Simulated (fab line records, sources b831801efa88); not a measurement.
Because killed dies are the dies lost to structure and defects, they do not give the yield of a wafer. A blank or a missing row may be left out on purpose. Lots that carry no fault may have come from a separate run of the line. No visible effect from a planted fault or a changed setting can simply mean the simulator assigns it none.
fab line records | flow gf180mcu
record: lots: 24 wafers: 72 lastDay: 34
route steps=602 shown HV_LDD@228 M2@364 M3@413 V3@431 M4@462
lots that met no fault: taken from a fault-free run of the same line
startH: start of the lot's first displayed wafer, in hours after the record's first day | waitH: how many hours have passed since the lot's step before this one | " unchanged from the row above | L1.1+2: several wafers, shown together as one row | - value missing, or start not given | * or withheld: withheld | < > ~ a bound
route shown NAME@n: a module of which the file shows steps, and the number in the route of the first | usual: mean/standard deviation of fault-free wafers | same: alike in all rows | chamber/n: place in a boat | sites: each site's reading | _std_site: the values' standard deviation | _edge_site: mean of outer sites minus mean of inner sites | radiusMm: for every site, how far away it sits from the centre of the wafer | mask NAME#n: copy n | behind: tool/chamber where the wafer was last shaped | hold: what put the lot on hold/how long, in hours/how the hold closed | device: transistor that didn't switch, given as n, p or np | end of line: tests of these same wafers at the route's end | step lacking rows: just its recipe | killed: count of dies lost to structure and defects at first sort (not the wafer's yield) | map: a wafer's dies, x killed, . not, _ none there
set.NAME: the setting that was run; set.NAME@STEP: the one run at that earlier step | model.NAME: the simulator's own value behind a step, which no gauge read
one table for each step of the route and one row for each wafer, over a sample of lots
services: the hour from which a tool's chamber was out of use, counted from the record's first day as startH (under 0 if before that day), plus the number of hours and why
== steps ==
step: GF_HV_LDD_RTA_52
recipe: tempC: 1000 timeS: 10 ambient: N2
usual: lampPowerPct: 32/3.2 wafer_temp_C_max: 1004.9/1.1
same: timeS: 10
columns lot.wafer tool chamber startH waitH lampPowerPct wafer_temp_C_max
L074.1 rtpAnneal-01 0 275.44 0.0 28 1005.7
L074.2 " 0 " " 28 1007.1
L074.5 " 0 " " 28 1005.2
L075.1 rtpAnneal-01 0 284.02 0.0 28 1005.7
L075.4 " 0 " " 28 1004.3
L075.5 " 0 " " 28 1005.5
L076.1 rtpAnneal-02 0 294.42 0.0 34 1003.5
L076.4 " 0 " " 34 1005.8
L076.5 " 0 " " 34 1004.4
L077.1 rtpAnneal-02 0 296.72 0.0 34 1004.2
L077.3 " 0 " " 34 1006.5
L077.6 " 0 " " 34 1004.1
L078.1 rtpAnneal-02 0 306.07 0.0 34 1004.3
L078.2 " 0 " " 34 1004.5
L078.5 " 0 " " 34 1006.2
L079.3 rtpAnneal-02 0 313.40 0.0 34 1003.5
L079.5 " 0 " " 34 1004.0
L079.6 " 0 " " 34 1003.2
L080.2 rtpAnneal-02 0 322.88 0.0 34 1004.9
L080.3 " 0 " " 34 1003.7
L080.5 " 0 " " 34 1004.4
L081.3 rtpAnneal-01 0 332.69 0.0 28 1004.2
L081.5 " 0 " " 28 1006.3
L081.6 " 0 " " 28 1006.4
L082.1 rtpAnneal-02 0 340.56 0.0 34 1004.7
L082.5 " 0 " " 34 1005.1
L082.6 " 0 " " 34 1005.1
L083.1 rtpAnneal-01 0 346.07 0.0 28 1006.0
L083.2 " 0 " " 28 1006.7
L083.4 " 0 " " 28 1003.8
L084.2 rtpAnneal-01 0 353.44 0.0 28 1003.4
L084.3 " 0 " " 28 1007.7
L084.4 " 0 " " 28 1007.5
L085.1 rtpAnneal-01 0 368.11 0.0 28 1005.1
L085.3 " 0 " " 28 1005.6
L085.5 " 0 " " 28 1005.2
L086.1 rtpAnneal-02 0 371.64 0.0 34 1003.3
L086.2 " 0 " " 34 1004.7
L086.5 " 0 " " 34 1004.6
L087.1 rtpAnneal-02 0 377.92 0.0 34 1004.1
L087.2 " 0 " " 34 1002.8
L087.3 " 0 " " 34 1004.5
L088.2 rtpAnneal-02 0 385.88 0.0 34 1006.9
L088.4 " 0 " " 34 1005.2
L088.5 " 0 " " 34 1004.4
L089.4 rtpAnneal-01 0 394.91 0.0 28 1007.0
L089.5 " 0 " " 28 1005.0
L089.6 " 0 " " 28 1004.5
L090.1 rtpAnneal-02 0 401.87 0.0 34 1003.8
L090.2 " 0 " " 34 1004.1
L090.6 " 0 " " 34 1004.8
L091.2 rtpAnneal-01 0 417.87 0.0 28 1004.8
L091.4 " 0 " " 28 1005.4
L091.6 " 0 " " 28 1005.3
L092.2 rtpAnneal-01 0 419.03 0.0 28 1005.2
L092.5 " 0 " " 28 1005.0
L092.6 " 0 " " 28 1004.4
L093.1 rtpAnneal-02 0 426.33 0.0 34 1003.4
L093.2 " 0 " " 34 1004.0
L093.5 " 0 " " 34 1004.3
L094.2 rtpAnneal-01 0 431.77 0.0 28 1005.2
L094.3 " 0 " " 28 1004.4
L094.5 " 0 " " 28 1005.6
L095.2 rtpAnneal-02 0 447.97 0.0 34 1005.1
L095.3 " 0 " " 34 1006.5
L095.5 " 0 " " 34 1004.2
L096.3 rtpAnneal-02 0 454.06 0.0 34 1005.5
L096.5 " 0 " " 34 1005.6
L096.6 " 0 " " 34 1004.5
L097.1 rtpAnneal-02 0 461.21 0.0 34 1006.1
L097.2 " 0 " " 34 1003.2
L097.6 " 0 " " 34 1004.2
step: GF_M2_SPUTTER_02
recipe: material: AlCu targetThkNm: 450 powerW: 10600 timeS: 23.9 chamberPressurePa: 0.4
usual: throttleValvePct: 29.8/0.83
same: timeS: 23.9
columns lot.wafer tool chamber startH waitH throttleValvePct
L074.1 pvdSputter-03 - 415.17 0.0 30.0
L074.2 " - " " 28.8
L074.5 " - " " 29.0
L075.1 pvdSputter-03 - 423.19 0.0 30.4
L075.4 " - " " 29.0
L075.5 " - " " 30.2
L076.1 pvdSputter-01 - 436.49 0.0 29.1
L076.4 " - " " 30.1
L076.5 " - " " 30.2
L077.1 pvdSputter-03 - 440.84 0.0 30.0
L077.3 " - " " 29.1
L077.6 " - " " 29.9
L078.1 pvdSputter-01 - 452.22 0.0 29.1
L078.2 " - " " 30.5
L078.5 " - " " 29.2
L079.3 pvdSputter-03 - 461.77 0.0 29.0
L079.5 " - " " 29.3
L079.6 " - " " 31.3
L080.2 pvdSputter-01 - 472.20 0.0 28.8
L080.3 " - " " 30.4
L080.5 " - " " 29.0
L081.3 pvdSputter-03 - 484.70 0.0 30.0
L081.5 " - " " 30.5
L081.6 " - " " 30.2
L082.1 pvdSputter-03 - 491.16 0.0 31.4
L082.5 " - " " 29.2
L082.6 " - " " 29.9
L083.1 pvdSputter-03 - 496.55 0.0 30.0
L083.2 " - " " 30.3
L083.4 " - " " 31.0
L084.2 pvdSputter-03 - 506.62 0.0 30.2
L084.3 " - " " 31.5
L084.4 " - " " 29.3
L085.1 pvdSputter-03 - 519.93 0.0 30.3
L085.3 " - " " 31.6
L085.5 " - " " 29.2
L086.1 pvdSputter-01 - 524.35 0.0 29.0
L086.2 " - " " 29.3
L086.5 " - " " 29.3
L087.1 pvdSputter-04 - 531.94 0.0 28.5
L087.2 " - " " 29.3
L087.3 " - " " 30.8
L088.2 pvdSputter-04 - 539.32 0.0 30.8
L088.4 " - " " 28.6
L088.5 " - " " 28.6
L089.4 pvdSputter-03 - 547.74 0.0 29.5
L089.5 " - " " 31.5
L089.6 " - " " 30.3
L090.1 pvdSputter-03 - 553.43 0.0 30.1
L090.2 " - " " 29.3
L090.6 " - " " 29.2
L091.2 pvdSputter-03 - 568.59 0.0 31.1
L091.4 " - " " 30.0
L091.6 " - " " 30.1
L092.2 pvdSputter-01 - 570.44 0.0 28.9
L092.5 " - " " 29.3
L092.6 " - " " 30.4
L093.1 pvdSputter-01 - 574.89 0.0 28.7
L093.2 " - " " 30.4
L093.5 " - " " 30.4
L094.2 pvdSputter-03 - 580.94 0.0 30.3
L094.3 " - " " 29.1
L094.5 " - " " 30.2
L095.2 pvdSputter-01 - 595.13 0.0 29.2
L095.3 " - " " 30.6
L095.5 " - " " 29.0
L096.3 pvdSputter-01 - 599.56 0.0 30.4
L096.5 " - " " 29.2
L096.6 " - " " 29.5
L097.1 pvdSputter-03 - 604.98 0.0 29.9
L097.2 " - " " 30.2
L097.6 " - " " 30.4
step: GF_M3_SPUTTER_04
recipe: material: TiN targetThkNm: 50 powerW: 6500 timeS: 41.7 chamberPressurePa: 0.4
usual: throttleValvePct: 29.4/0.85
same: timeS: 41.7
columns lot.wafer tool chamber startH waitH throttleValvePct
L074.1 pvdSputter-04 - 466.40 0.0 30.7
L074.2 " - " " 27.8
L074.5 " - " " 27.9
L075.1 pvdSputter-02 - 475.34 0.0 29.7
L075.4 " - " " 29.2
L075.5 " - " " 29.8
L076.1 pvdSputter-04 - 488.60 0.0 30.6
L076.4 " - " " 27.9
L076.5 " - " " 30.5
L077.1 pvdSputter-04 - 492.79 0.0 29.2
L077.3 " - " " 27.9
L077.6 " - " " 30.8
L078.1 pvdSputter-03 - 502.53 0.0 29.3
L078.2 " - " " 30.9
L078.5 " - " " 29.9
L079.3 pvdSputter-04 - 512.14 0.0 28.5
L079.5 " - " " 28.7
L079.6 " - " " 29.3
L080.2 pvdSputter-04 - 522.39 0.0 30.6
L080.3 " - " " 29.3
L080.5 " - " " 29.1
L081.3 pvdSputter-02 - 534.83 0.0 29.0
L081.5 " - " " 29.7
L081.6 " - " " 29.7
L082.1 pvdSputter-04 - 540.85 0.0 28.7
L082.5 " - " " 29.1
L082.6 " - " " 30.6
L083.1 pvdSputter-02 - 546.13 0.0 29.3
L083.2 " - " " 30.0
L083.4 " - " " 30.1
L084.2 pvdSputter-02 - 555.39 0.0 28.9
L084.3 " - " " 29.8
L084.4 " - " " 29.7
L085.1 pvdSputter-02 - 567.44 0.0 29.2
L085.3 " - " " 30.0
L085.5 " - " " 29.6
L086.1 pvdSputter-02 - 572.59 0.0 29.9
L086.2 " - " " 29.9
L086.5 " - " " 29.7
L087.1 pvdSputter-02 - 579.30 0.0 29.5
L087.2 " - " " 29.0
L087.3 " - " " 29.9
L088.2 pvdSputter-03 - 585.80 0.0 29.1
L088.4 " - " " 30.0
L088.5 " - " " 29.0
L089.4 pvdSputter-04 - 594.61 0.0 28.3
L089.5 " - " " 30.9
L089.6 " - " " 27.7
L090.1 pvdSputter-04 - 599.66 0.0 28.7
L090.2 " - " " 30.7
L090.6 " - " " 30.5
L091.2 pvdSputter-02 - 614.33 0.0 29.8
L091.4 " - " " 29.3
L091.6 " - " " 30.0
L092.2 pvdSputter-04 - 616.13 0.0 29.1
L092.5 " - " " 30.6
L092.6 " - " " 29.1
L093.1 pvdSputter-03 - 620.11 0.0 29.8
L093.2 " - " " 31.2
L093.5 " - " " 29.1
L094.2 pvdSputter-04 - 625.75 0.0 27.7
L094.3 " - " " 30.6
L094.5 " - " " 29.0
L095.2 pvdSputter-02 - 640.08 0.0 29.3
L095.3 " - " " 29.8
L095.5 " - " " 30.0
L096.3 pvdSputter-02 - 643.42 0.0 28.9
L096.5 " - " " 29.2
L096.6 " - " " 29.9
L097.1 pvdSputter-04 - 647.99 0.0 28.6
L097.2 " - " " 30.6
L097.6 " - " " 30.6
step: GF_V3_CVD_02
recipe: material: SiO2 targetThkNm: 850 precursor: TEOS tempC: 400 timeS: 94.851 rfW: 600
usual: heaterPowerW: 661/75 rfFwdPowerW: 596.0/2.2
same: timeS: 94.851
columns lot.wafer tool chamber startH waitH heaterPowerW rfFwdPowerW
L074.1 pecvd-02 2 491.83 0.1 734 591.8
L074.2 " 1 " " 681 594.2
L074.5 " 2 " " 800 597.6
L075.1 pecvd-04 1 500.17 0.1 621 596.8
L075.4 " 2 " " 632 596.3
L075.5 " 1 " " 498 598.9
L076.1 pecvd-03 2 513.12 0.1 592 597.9
L076.4 " 1 " " 596 597.1
L076.5 " 0 " " 685 598.4
L077.1 pecvd-03 2 517.08 0.1 644 597.8
L077.3 " 1 " " 649 593.9
L077.6 " 1 " " 702 597.1
L078.1 pecvd-04 0 526.73 0.1 669 599.7
L078.2 " 1 " " 501 595.4
L078.5 " 0 " " 713 597.6
L079.3 pecvd-03 1 536.67 0.0 744 594.3
L079.5 " 2 " " 608 594.6
L079.6 " 1 " " 584 594.9
L080.2 pecvd-03 2 545.74 0.0 641 597.4
L080.3 " 1 " " 729 594.5
L080.5 " 2 " " 645 596.7
L081.3 pecvd-04 1 558.68 0.0 660 599.1
L081.5 " 1 " " 501 595.6
L081.6 " 2 " " 672 596.3
L082.1 pecvd-03 2 564.13 0.1 655 597.5
L082.5 " 0 " " 528 596.8
L082.6 " 2 " " 679 594.6
L083.1 pecvd-04 2 569.04 0.1 674 598.8
L083.2 " 1 " " 651 597.0
L083.4 " 0 " " 703 598.2
L084.2 pecvd-02 1 578.51 0.0 669 599.0
L084.3 " 2 " " 781 593.0
L084.4 " 0 " " 741 595.0
L085.1 pecvd-03 2 589.65 0.1 524 593.1
L085.3 " 0 " " 638 599.1
L085.5 " 1 " " 584 594.8
L086.1 pecvd-02 0 594.80 0.1 764 597.6
L086.2 " 2 " " 668 591.7
L086.5 " 2 " " 731 590.0
L087.1 pecvd-04 2 601.54 0.1 634 594.5
L087.2 " 1 " " 636 599.6
L087.3 " 0 " " 626 594.8
L088.2 pecvd-04 1 607.99 0.0 531 595.4
L088.4 " 0 " " 663 595.7
L088.5 " 2 " " 682 596.8
L089.4 pecvd-04 0 616.03 0.1 589 595.9
L089.5 " 2 " " 610 595.6
L089.6 " 1 " " 627 595.7
L090.1 pecvd-03 0 621.44 0.1 677 597.9
L090.2 " 1 " " 605 594.0
L090.6 " 1 " " 657 595.2
L091.2 pecvd-03 1 635.49 0.0 650 596.9
L091.4 " 2 " " 656 595.0
L091.6 " 1 " " 671 595.5
L092.2 pecvd-03 1 636.81 0.0 694 590.9
L092.5 " 0 " " 661 594.7
L092.6 " 2 " " 648 596.0
L093.1 pecvd-03 2 641.06 0.1 596 597.5
L093.2 " 0 " " 697 598.9
L093.5 " 1 " " 708 594.9
L094.2 pecvd-02 1 646.82 0.0 755 592.5
L094.3 " 2 " " 836 591.6
L094.5 " 1 " " 604 593.5
L095.2 pecvd-02 2 660.48 0.0 776 592.9
L095.3 " 1 " " 721 593.2
L095.5 " 0 " " 784 595.3
L096.3 pecvd-02 2 664.57 0.0 824 596.9
L096.5 " 2 " " 657 597.4
L096.6 " 0 " " 637 598.3
L097.1 pecvd-02 2 668.44 0.1 770 592.0
L097.2 " 0 " " 679 598.5
L097.6 " 1 " " 695 596.9
step: GF_M4_THK_MEAS_06
recipe: thkMeasGauge: xrf reads: AlCu_of_M4_SPUTTER_02
usual: M4_ALCU_THK: 446/6.8
columns lot.wafer tool chamber startH waitH M4_ALCU_THK[nm]
L074.1 filmMetro-01 - 517.95 0.1 443
L074.2 " - " " 437
L074.5 " - " " 441
L075.1 filmMetro-01 - 525.48 0.1 439
L075.4 " - " " 449
L075.5 " - " " 444
L076.1 filmMetro-02 - 538.16 0.1 458
L076.4 " - " " 446
L076.5 " - " " 451
L077.1 filmMetro-03 - 542.46 0.1 440
L077.3 " - " " 440
L077.6 " - " " 440
L078.1 filmMetro-02 - 551.94 0.1 448
L078.2 " - " " 453
L078.5 " - " " 440
L079.3 filmMetro-03 - 560.82 0.1 444
L079.5 " - " " 448
L079.6 " - " " 445
L080.2 filmMetro-02 - 570.62 0.1 435
L080.3 " - " " 440
L080.5 " - " " 436
L081.3 filmMetro-01 - 582.42 0.1 459
L081.5 " - " " 459
L081.6 " - " " 453
L082.1 filmMetro-02 - 587.81 0.1 435
L082.5 " - " " 433
L082.6 " - " " 436
L083.1 filmMetro-03 - 593.76 0.1 441
L083.2 " - " " 446
L083.4 " - " " 450
L084.2 filmMetro-02 - 601.74 0.1 453
L084.3 " - " " 442
L084.4 " - " " 442
L085.1 filmMetro-02 - 613.05 0.1 454
L085.3 " - " " 456
L085.5 " - " " 453
L086.1 filmMetro-02 - 617.95 0.1 438
L086.2 " - " " 444
L086.5 " - " " 444
L087.1 filmMetro-02 - 623.95 0.1 443
L087.2 " - " " 445
L087.3 " - " " 447
L088.2 filmMetro-02 - 631.16 0.1 441
L088.4 " - " " 441
L088.5 " - " " 445
L089.4 filmMetro-03 - 638.53 0.1 452
L089.5 " - " " 450
L089.6 " - " " 454
L090.1 filmMetro-03 - 644.30 0.1 459
L090.2 " - " " 444
L090.6 " - " " 451
L091.2 filmMetro-03 - 657.53 0.1 441
L091.4 " - " " 442
L091.6 " - " " 444
L092.2 filmMetro-01 - 659.24 0.1 446
L092.5 " - " " 454
L092.6 " - " " 447
L093.1 filmMetro-03 - 663.09 0.1 435
L093.2 " - " " 429
L093.5 " - " " 429
L094.2 filmMetro-01 - 668.61 0.1 449
L094.3 " - " " 450
L094.5 " - " " 455
L095.2 filmMetro-02 - 682.28 0.1 438
L095.3 " - " " 435
L095.5 " - " " 437
L096.3 filmMetro-01 - 686.07 0.1 440
L096.5 " - " " 449
L096.6 " - " " 442
L097.1 filmMetro-02 - 689.78 0.1 456
L097.2 " - " " 443
L097.6 " - " " 445
step: GF_M4_STRIP_17
recipe: chemistry: O2/N2 powerW: 1400 pressureMtorr: 1500 platenTempC: 250 o2FlowSccm: 3000 n2FlowSccm: 300 overashFraction: 0.5
usual: chamberPressureMTorr: 1500.0/1.4 drypumpMotorCurrentA: 5.7/0.46 heaterPowerW: 305/31 o2FlowSccm: 3001/9.4 oesProductAu: 0.554/0.005 stripTimeToEndpointS: 7.79/0.051
columns lot.wafer tool chamber startH waitH chamberPressureMTorr drypumpMotorCurrentA heaterPowerW o2FlowSccm oesProductAu rfHoursCounterH stripTimeToEndpointS
L074.1 plasmaAsher-01 0 540.53 0.2 1501.6 6.2 245 3005 0.556 45 7.76
L074.2 " 1 " " 1499.1 5.1 324 3012 0.553 45 7.78
L074.5 " 0 " " 1499.5 6.2 247 2996 0.547 - 7.79
L075.1 plasmaAsher-03 1 547.72 0.1 1500.2 5.1 303 3000 0.562 12 7.78
L075.4 " 1 " " 1501.7 5.1 305 3017 0.551 - 7.76
L075.5 " 1 " " 1500.4 5.1 296 3001 0.550 - 7.71
L076.1 plasmaAsher-02 1 560.21 0.1 1504.3 6.2 324 3013 0.551 74 7.80
L076.4 " 1 " " 1498.5 6.2 331 3015 0.555 - 7.77
L076.5 " 1 " " 1500.6 6.2 331 3015 0.551 - 7.79
L077.1 plasmaAsher-01 1 564.61 0.1 1498.2 5.1 335 2987 0.551 48 7.73
L077.3 " 0 " " 1500.5 6.2 248 2993 0.555 - 7.71
L077.6 " 0 " " 1497.7 6.2 248 2997 0.558 - 7.77
L078.1 plasmaAsher-02 1 573.52 0.1 1500.0 6.2 329 3011 0.561 76 7.83
L078.2 " 0 " " 1500.2 5.7 300 3006 0.560 76 7.78
L078.5 " 0 " " 1500.6 5.6 311 2997 0.552 - 7.76
L079.3 plasmaAsher-03 0 582.45 0.1 1499.3 5.9 334 2997 0.547 - 7.83
L079.5 " 1 " " 1500.7 5.1 302 3006 0.557 - 7.79
L079.6 " 0 " " 1498.7 5.9 327 2982 0.554 - 7.77
L080.2 plasmaAsher-02 0 591.96 0.1 1501.7 5.7 306 3003 0.555 78 7.82
L080.3 " 1 " " 1501.5 6.2 326 2989 0.548 - 7.77
L080.5 " 1 " " 1500.6 6.1 334 2995 0.558 - 7.81
L081.3 plasmaAsher-01 1 603.25 0.1 1502.4 5.1 333 3001 0.555 - 7.80
L081.5 " 0 " " 1497.9 6.2 242 3001 0.557 - 7.84
L081.6 " 1 " " 1500.9 5.1 325 2992 0.555 - 7.81
L082.1 plasmaAsher-01 1 608.66 0.1 1502.8 5.1 340 2983 0.546 53 7.78
L082.5 " 1 " " 1499.8 5.1 335 2993 0.552 - 7.81
L082.6 " 0 " " 1499.4 6.2 246 3001 0.558 - 7.79
L083.1 plasmaAsher-01 0 614.21 0.1 1498.7 6.2 245 2996 0.555 53 7.77
L083.2 " 1 " " 1498.7 5.1 333 2998 0.543 53 7.67
L083.4 " 0 " " 1497.2 6.2 246 3013 0.556 - 7.76
L084.2 plasmaAsher-02 1 622.07 0.1 1499.1 6.2 328 2984 0.539 81 7.73
L084.3 " 0 " " 1500.6 5.7 304 3010 0.550 - 7.78
L084.4 " 1 " " 1499.0 6.2 328 2995 0.555 - 7.71
L085.1 plasmaAsher-02 0 633.32 0.1 1499.6 5.7 300 3004 0.555 82 7.80
L085.3 " 1 " " 1502.3 6.2 323 2977 0.554 - 7.82
L085.5 " 1 " " 1499.4 6.2 338 3008 0.554 - 7.81
L086.1 plasmaAsher-01 0 638.39 0.1 1501.9 6.2 246 3013 0.555 56 7.88
L086.2 " 1 " " 1499.1 5.1 326 3000 0.549 56 7.76
L086.5 " 1 " " 1499.2 5.1 337 2993 0.559 - 7.85
L087.1 plasmaAsher-03 1 644.12 0.1 1497.6 5.1 304 2993 0.563 22 7.90
L087.2 " 0 " " 1498.9 5.8 329 2999 0.557 22 7.78
L087.3 " 1 " " 1499.3 5.1 304 3000 0.549 - 7.80
L088.2 plasmaAsher-03 0 651.80 0.1 1499.9 5.9 325 3002 0.550 23 7.74
L088.4 " 1 " " 1500.4 5.1 298 2998 0.560 - 7.87
L088.5 " 1 " " 1500.5 5.1 305 2999 0.549 - 7.73
L089.4 plasmaAsher-03 1 658.71 0.1 1499.8 5.1 290 2993 0.555 - 7.82
L089.5 " 0 " " 1500.3 5.9 329 3000 0.557 - 7.84
L089.6 " 1 " " 1501.6 5.1 297 2991 0.556 - 7.82
L090.1 plasmaAsher-03 1 664.13 0.2 1499.9 5.1 300 2989 0.560 25 7.82
L090.2 " 0 " " 1500.2 5.8 322 3009 0.556 25 7.83
L090.6 " 1 " " 1499.2 5.1 300 2987 0.555 - 7.78
L091.2 plasmaAsher-02 0 677.37 0.1 1500.6 5.7 300 3012 0.555 87 7.79
L091.4 " 0 " " 1500.3 5.7 301 3015 0.547 - 7.76
L091.6 " 0 " " 1498.6 5.7 310 2997 0.551 - 7.74
L092.2 plasmaAsher-01 1 678.51 0.1 1498.7 5.1 328 3003 0.549 60 7.85
L092.5 " 0 " " 1500.8 6.2 246 3002 0.560 - 7.92
L092.6 " 1 " " 1503.7 5.1 330 3012 0.561 - 7.76
L093.1 plasmaAsher-02 0 682.26 0.1 1500.2 5.6 296 3007 0.563 88 7.80
L093.2 " 1 " " 1501.3 6.2 330 2999 0.554 88 7.82
L093.5 " 0 " " 1498.0 5.7 307 2999 0.561 - 7.77
L094.2 plasmaAsher-01 0 687.56 0.1 1501.3 6.3 252 3001 0.556 61 7.89
L094.3 " 0 " " 1499.4 6.2 251 3004 0.560 - 7.88
L094.5 " 1 " " 1501.3 5.1 330 2998 0.549 - 7.77
L095.2 plasmaAsher-02 0 701.17 0.1 1500.4 5.7 305 2993 0.556 90 7.77
L095.3 " 0 " " 1497.7 5.7 303 3000 0.559 - 7.76
L095.5 " 1 " " 1501.2 6.2 326 3001 0.551 - 7.80
L096.3 plasmaAsher-01 0 704.55 0.1 1497.9 6.2 245 2995 0.556 - 7.73
L096.5 " 0 " " 1499.9 6.2 245 3006 0.555 - 7.85
L096.6 " 1 " " 1501.4 5.1 338 3006 0.556 - 7.77
L097.1 plasmaAsher-03 0 708.31 0.1 1501.1 5.9 324 3010 0.559 29 7.81
L097.2 " 1 " " 1503.8 5.1 292 3016 0.551 29 7.80
L097.6 " 1 " " 1501.3 5.1 307 3007 0.551 - 7.80
== services ==
columns tool chamber startH hours kind
pecvd-03 - 285.14 2.8 pm
pvdSputter-03 - 297.50 2.1 repair
pvdSputter-03 - 312.70 1.9 repair
pecvd-03 - 321.54 0.7 repair
pvdSputter-04 - 325.41 2.0 repair
pvdSputter-03 - 350.03 2.2 repair
pvdSputter-03 - 409.77 2.7 repair
pecvd-03 1 413.79 4.5 repair
pvdSputter-03 - 425.99 5.9 repair
pvdSputter-03 - 428.41 1.0 repair
pecvd-03 2 439.94 8.9 repair
pvdSputter-03 - 451.06 2.8 repair
pecvd-03 0 455.44 3.5 repair
pvdSputter-02 - 479.62 2.6 repair
pecvd-03 2 518.37 5.8 repair
pvdSputter-02 - 532.14 1.9 repair
pvdSputter-03 - 538.18 0.5 repair
rtpAnneal-02 - 542.41 5.0 pm
pvdSputter-04 - 578.05 0.6 repair
pvdSputter-02 - 582.16 6.3 repair
pecvd-03 - 591.12 14.0 pm
pecvd-03 - 609.16 1.1 repair
pvdSputter-02 - 609.45 1.8 repair
rtpAnneal-01 - 610.64 7.3 pm
== key ==
fault none
